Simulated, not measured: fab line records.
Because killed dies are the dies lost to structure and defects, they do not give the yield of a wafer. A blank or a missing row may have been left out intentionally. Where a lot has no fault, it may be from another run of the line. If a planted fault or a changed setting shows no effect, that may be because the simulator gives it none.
The tool behind it: which one? + flow sky130 + 36 wafers from 12 lots sampled at 2 of the route's 708 steps

== WHAT THE GAUGES SHOWED, per wafer ==
SKY_VIA3_RS_MEAS_22: measures by four-point-probe.
| lot  | measured     | on           | VIA3_W_RS (ohm/sq) |
|------|--------------|--------------|--------------------|
| L260 | day 39 08:05 | filmMetro-02 | 0.290 0.297 0.293  |
| L261 | day 40 00:29 | filmMetro-01 | 0.291 0.297 0.299  |
| L262 | day 40 10:02 | filmMetro-01 | 0.297 0.299 0.300  |
| L263 | day 40 16:55 | filmMetro-04 | 0.285 0.301 0.286  |
| L264 | day 40 23:48 | filmMetro-02 | 0.288 0.291 0.292  |
| L265 | day 41 08:03 | filmMetro-01 | 0.292 0.290 0.294  |
| L266 | day 41 14:47 | filmMetro-04 | 0.284 0.302 0.284  |
| L268 | day 42 03:41 | filmMetro-02 | 0.288 0.302 0.288  |
| L272 | day 43 11:04 | filmMetro-01 | 0.290 0.289 0.297  |
| L278 | day 44 21:31 | filmMetro-01 | 0.304 0.290 0.292  |
| L279 | day 45 03:18 | filmMetro-02 | 0.298 0.290 0.292  |
| L281 | day 45 11:01 | filmMetro-04 | 0.285 0.286 0.298  |

SKY_METAL4_OVL_MEAS_14.
| lot  | measured     | on         | METAL4_OVL (nm) |
|------|--------------|------------|-----------------|
| L260 | day 41 10:13 | overlay-02 | 0 8 6           |
| L261 | day 42 01:01 | overlay-01 | 14 8 12         |
| L262 | day 42 11:13 | overlay-02 | 0 3 1           |
| L263 | day 42 17:07 | overlay-01 | 13 10 13        |
| L264 | day 43 00:58 | overlay-01 | 6 0 1           |
| L265 | day 43 08:13 | overlay-01 | 4 -2 -5         |
| L266 | day 43 14:07 | overlay-02 | 10 8 4          |
| L268 | day 44 03:08 | overlay-01 | 3 9 8           |
| L272 | day 45 08:08 | overlay-02 | 4 1 -1          |
| L278 | day 46 16:59 | overlay-02 | 13 4 12         |
| L279 | day 46 22:29 | overlay-02 | 3 -5 -7         |
| L281 | day 47 05:22 | overlay-02 | 4 1 -8          |

== WHICH TOOL RAN EACH LOT (tool, then ch and the chambers of the sampled wafers, then the start) ==
Before these readings, the record contains no process step.

== AS READ BY THE TOOLS THEMSELVES (means over the sampled wafers that have a number; for cases with no such wafer, the mark the record gives instead) ==
The record holds no such reading with a usual standard deviation.

== THE ANSWER, worked out from the rows above alone ==
Rule: usual is defined by the lots themselves. Put in order of their means at a reading, lots are off if they are a third of the lots or fewer, leave a main group of 4 or more, and stand apart from it by a gap of 3 or more times the standard deviation of the main group's means; of several such gaps the widest counts. A main group whose means are all the same, to the digits that the tables above print for the reading, isn't used. Also off: a lot with no number at a reading for which 4 or more lots have one. All remaining lots with rows at the step are treated as sound. Order of review: gauges by route order, followed by the tools' own readings, for which a lot's mean as printed above is used. The first step at which some lot is off is used, and at that step the reading that is off furthest; a lot without a number counts as furthest.
No lot is off on any of the readings shown, so nothing can be concluded from this.

== WHAT WAS PUT IN BY THE SIMULATOR ==
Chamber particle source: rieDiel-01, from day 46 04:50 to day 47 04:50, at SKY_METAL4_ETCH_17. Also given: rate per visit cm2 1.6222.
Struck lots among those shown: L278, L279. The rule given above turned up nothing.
